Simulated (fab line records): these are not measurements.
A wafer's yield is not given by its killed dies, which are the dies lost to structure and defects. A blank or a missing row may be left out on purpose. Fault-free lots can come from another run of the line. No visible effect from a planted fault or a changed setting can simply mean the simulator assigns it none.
Comparing a struck lot with a sound one    flow sky130    16 steps out of a route of 708
Sound: wafers L396.2, L396.3, L396.5. Struck: wafers L408.2, L408.6. (L408.3 of the same lot was not struck and is left out.) The cause comes at the end.
At each step with rows: each side's tool, then ch and its chambers, then its first start. Under that, the readings that differ: sound wafers    struck wafers    difference of the means    sigmas: that difference in standard deviations of wafers without a fault.
alike: words and numbers the same on both sides, and readings whose means are apart by under 2 such deviations; not compared: readings that were withheld, readings missing a value for some wafer, numbers with overlapping values and no deviation given by the record, and bounds like >300 which may hide the same value.
The two part at a step that has a row with sigmas, a row that says differs or no value, or rows on one side only. When numbers do not overlap yet have no deviation, they are printed without sigmas and do not part them. A reading missing from all wafers of one side parts the sides only when that side holds two or more wafers.

SKY_METAL5_SPUTTER_03: material Ti, target thk 5 nm, time 3.3 s.
  sound: pvd sputter-04 at day 43 16:53; struck: pvd sputter-01 at day 46 19:11
  alike: throttle valve pct
SKY_METAL5_SPUTTER_04: material TiN, target thk 70 nm, time 58.3 s.
  sound: pvd sputter-04 at day 43 16:54; struck: pvd sputter-01 at day 46 19:12
  alike: throttle valve pct
SKY_METAL5_RS_MEAS_05: the measuring method here is four-point-probe.
  sound: film metro-04 at day 43 16:58; struck: film metro-04 at day 46 19:16
reading                  sound                    struck           difference  sigmas
METAL5_ALCU_RS (ohm/sq)  0.02717 0.02701 0.02716  0.02667 0.02639  -0.00058    -2
SKY_METAL5_THK_MEAS_06: measures by xrf.
  sound: film metro-04 at day 43 17:05; struck: film metro-04 at day 46 19:23
reading               sound           struck     difference  sigmas
METAL5_ALCU_THK (nm)  1138 1146 1143  1170 1187  +36         +3
then, 7 steps without rows for these wafers: SKY_METAL5_DEHYDRATE_07 (time 60 s); SKY_METAL5_HMDS_08 (prime time 60 s); SKY_METAL5_COAT_09 (resist thk 1800 nm); SKY_METAL5_SOFTBAKE_10 (time 60 s); SKY_METAL5_EXPOSE_11 (exposes mask MM5, target cd 1600 nm); SKY_METAL5_PEB_12; SKY_METAL5_DEVELOP_13 (develop time 60 s).
SKY_METAL5_DESCUM_14: chemistry O2, time 11 s.
  sound on rie metal-04 ch 0, day 44 15:31; struck on rie metal-04 ch 1, day 47 15:04
reading                sound              struck       difference  sigmas
oes product au (a.u.)  0.989 0.994 0.984  1.010 1.010  +0.021      +3
  alike: chamber pressure mTorr, drypump motor current A
  not compared: rf hours counter h
SKY_METAL5_METAL_ETCH_15: etches the open film in Cl2/BCl3, stops on SiO2, target depth 1260 nm, time 252 s.
  sound on rie metal-04 ch 0, day 44 15:33; struck on rie metal-04 ch 1, day 47 15:05
reading                                      sound              struck       difference  sigmas
model.NOVOLAK_of_METAL5_COAT_09.thk nm (nm)  1045 1038 1046     658.6 655.2  -386.1      
model.METAL5.cd nm (nm)                      1599 1600 1599     1554 1553    -46         
model.SiO2_of_VIA4_HDPCVD_00.thk nm (nm)     549.1 548.9 547.3  536.1 535.1  -12.8       
  alike: chamber pressure mTorr, drypump motor current A, oes product au, throttle valve pct
  not compared: rf hours counter h
SKY_METAL5_STRIP_16: strips in O2/N2.
  sound on plasma asher-04 ch 0,1, day 44 15:47; struck on plasma asher-01 ch 0,1, day 47 15:20
reading                       sound              struck       difference  sigmas
oes product au (a.u.)         0.707 0.716 0.712  0.579 0.582  -0.131      -29
strip time to endpoint s (s)  13.17 13.13 13.19  8.71 8.66    -4.48       -46
  alike: chamber pressure mTorr, drypump motor current A
  not compared: rf hours counter h
then, 1 step without rows for these wafers: SKY_METAL5_STRIP_17 (strips in post etch residue remover, time 1200 s).
SKY_PAD_OPEN_PROBE_99:
  sound: prober-02 at day 46 12:04; struck: prober-02 at day 49 07:35
reading                         sound           struck     difference  sigmas
killed open                     56 60 60        38 42      -19         -3
model.etest.met5.width nm (nm)  1599 1598 1600  1554 1554  -45         
  alike: defect limited yield, killed_at_M0_to_M3, killed_at_M4_up, killed at contacts, killed at front end, killed at other, killed dies, killed short, sort_bin_3_pad_short, sort_bin_5_function, sort_bin_6_memory, sort n pass, sort yield pct
  not compared: model.etest.met5.line ohm um

WHERE THEY PART
At SKY_METAL5_RS_MEAS_05 first; at SKY_PAD_OPEN_PROBE_99 last (within this record only).

WHY: whatever the simulator had introduced
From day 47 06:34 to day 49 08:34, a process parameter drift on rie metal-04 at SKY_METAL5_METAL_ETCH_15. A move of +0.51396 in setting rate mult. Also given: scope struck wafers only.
